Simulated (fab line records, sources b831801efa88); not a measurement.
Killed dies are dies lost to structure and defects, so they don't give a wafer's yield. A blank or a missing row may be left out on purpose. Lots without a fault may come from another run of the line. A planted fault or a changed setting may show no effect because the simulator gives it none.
Problem report in the 8D (eight disciplines) form, filled by code | flow gf180mcu | the parts of the form that need people (team, actions taken, sign-off) are left out

1. THE PROBLEM
V3_CVD_02_THK at GF_V3_THK_MEAS_03 reads a mean of 652 nm on 6 wafers of 2 lots; wafers without a fault read 851 nm with a standard deviation of 12. That is -17 standard deviations from the usual mean.
First seen on wafer L844.1, day 23 06:44, on film_metro-04. The record holds 36 wafers of 12 lots with a number at this step. Rule for "out", or "out of limits": more than 4 standard deviations from the usual mean. The other wafers with a number count as sound.

2. WHAT IT IS AND WHAT IT IS NOT
question                    | is                           | is not
which readings at this step | V3_CVD_02_THK                | -
which lots                  | L844, L845                   | L839, L840, L852, L854, L855, L856, L857, L859, L860, L861
which wafers of those lots  | all that have a number       | -
read on which gauges        | film_metro-02, film_metro-04 | film_metro-01
when                        | from day 23 06:44            | up to then (6 sound wafers); but 24 sound wafers of L852, L854, L855, L856, L857, L859, L860, L861 came after

3. SUSPECTS, AND WHAT RULES EACH OUT
Counting: a tool at a process step up to the reading stays a suspect if it ran every lot that is out and no sound lot after the first of them.
- the gauge at GF_V3_THK_MEAS_03: ruled out. The wafers that are out were read on 2 gauges (film_metro-02, film_metro-04).
- rie_si-02 at GF_POLY_GATE_ETCH_13 (etches poly-Si in HBr/Cl2, stops on SiO2, target depth 198.5 nm, time 69.6 s): ruled out as a lasting fault. Sound lots L852, L857, L859, L861 ran on it after its first lot that is out, L844 (day 10 16:25).
- pecvd-03 at GF_V3_CVD_02 (deposits SiO2 from TEOS, target thk 850 nm, time 94.851 s): ruled out as a lasting fault. Sound lots L852, L855, L856, L857, L860 ran on it after its first lot that is out, L844 (day 23 06:40).
Left after counting: nothing in the record.

4. THE CAUSE (what the simulator had put in)
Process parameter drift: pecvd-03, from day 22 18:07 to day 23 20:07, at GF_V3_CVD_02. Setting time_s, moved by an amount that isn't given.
Counting ruled it out, wrongly: the rule takes a fault to strike every lot that its tool runs from its start on, and this one did not.

5. THE CHAIN OF EFFECTS, in route order
Each row: a reading whose mean over the struck wafers that have a number lies more than 3 standard deviations from the usual. Only readings for which the record gives a usual standard deviation are gone through. hours: the time from each lot's start at the first step in this table that gives one to its start at this step, as a median over the lots. sigmas: the change in usual standard deviations.
hours | step              | reading            | usual   | on struck wafers | change | sigmas
0     | GF_V3_CVD_02      | run_length_s       | 122.9 s | 100.9            | -22.0  | -43
0     | GF_V3_THK_MEAS_03 | V3_CVD_02_THK      | 851 nm  | 652              | -200   | -17
0     | GF_V3_CMP_04      | time_to_endpoint_s | 79 s    | 7                | -72    | -13
The process steps in it:
- GF_V3_CVD_02: deposits SiO2 from TEOS, target thk 850 nm, time 94.851 s.
- GF_V3_CMP_04: polishes SiO2.

6. WHAT WOULD HAVE CAUGHT IT SOONER
In this record the first reading out of limits at a measuring or inspecting step was taken at day 23 06:44, 13 hours after the fault began at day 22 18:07.
The tool's own readings at GF_V3_CVD_02 were out on every struck wafer that the step has a row for (run_length_s): an alarm limit on them would have fired on the first of those.
